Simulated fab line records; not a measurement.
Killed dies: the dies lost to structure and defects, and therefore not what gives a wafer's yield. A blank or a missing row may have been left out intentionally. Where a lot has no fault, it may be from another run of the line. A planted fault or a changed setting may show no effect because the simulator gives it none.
Which of the tools did it?	flow sky130	Sampling: 6 lots, 18 wafers, 4 of 708 route steps

## WHAT THE GAUGES READ, wafer by wafer
SKY_METAL5_THK_MEAS_06: measures by xrf.
lot	measured	on	METAL5_ALCU_THK (nm)
L552	day 41 07:05	filmMetro-02	1126 1136 1128
L555	day 42 06:45	filmMetro-02	1132 1125 1115
L557	day 42 18:05	filmMetro-01	1117 1126 1105
L562	day 43 18:05	filmMetro-02	1137 1117 1127
L570	day 50 13:10	filmMetro-03	1123 1136 1134
L572	day 50 15:47	filmMetro-01	1135 1131 1132

## TOOL THAT RAN EACH LOT (tool first, then ch and the chambers of the sampled wafers, then the start)
lot	SKY_VT_ADJUST_HVTP_STRIP_10	SKY_METAL4_METAL_ETCH_18	SKY_VIA4_SPUTTER_17
L552	plasmaAsher-04 ch 0,1, day 6 10:40	rieMetal-03 ch 0, day 40 02:44	pvdSputter-01, day 41 05:57
L555	plasmaAsher-04 ch 0,1, day 7 02:08	rieMetal-04 ch 0,1, day 41 02:05	pvdSputter-03, day 42 05:46
L557	plasmaAsher-03 ch 0,1, day 7 11:04	rieMetal-04 ch 0,1, day 41 14:01	pvdSputter-01, day 42 17:05
L562	plasmaAsher-03 ch 0,1, day 8 03:53	rieMetal-04 ch 0,1, day 42 16:23	pvdSputter-03, day 43 17:05
L570	plasmaAsher-03 ch 0,1, day 15 07:52	rieMetal-03 ch 0,1, day 49 14:49	pvdSputter-04, day 50 08:48
L572	plasmaAsher-03 ch 0,1, day 15 10:10	rieMetal-01 ch 1, day 49 21:09	pvdSputter-03, day 50 12:40
- SKY_VT_ADJUST_HVTP_STRIP_10: strips in O2/N2.
- SKY_METAL4_METAL_ETCH_18: etches the open film in Cl2/BCl3, stops on SiO2, target depth 845 nm, time 183.1 s.
- SKY_VIA4_SPUTTER_17: material TiN, target thk 20 nm, time 80 s.

## THE ANSWER, worked out from the rows above alone
Rule: the usual values come from the lots themselves. The widest of any qualifying gaps counts: lots, ordered by their means at a reading, are off when they make up no more than a third of the lots, leave a main group of 4 or more, and stand apart from it by 3 or more times the standard deviation of that group's means. Not used: any main group whose means are identical at the precision the tables above print for the reading. Also off: a lot with no number at a reading for which 4 or more lots have one. Where the step has rows for the other lots, those lots are counted as sound.
Nothing can be told from this: no lot is off at any reading shown.

## WHAT THE SIMULATOR HAD PUT IN
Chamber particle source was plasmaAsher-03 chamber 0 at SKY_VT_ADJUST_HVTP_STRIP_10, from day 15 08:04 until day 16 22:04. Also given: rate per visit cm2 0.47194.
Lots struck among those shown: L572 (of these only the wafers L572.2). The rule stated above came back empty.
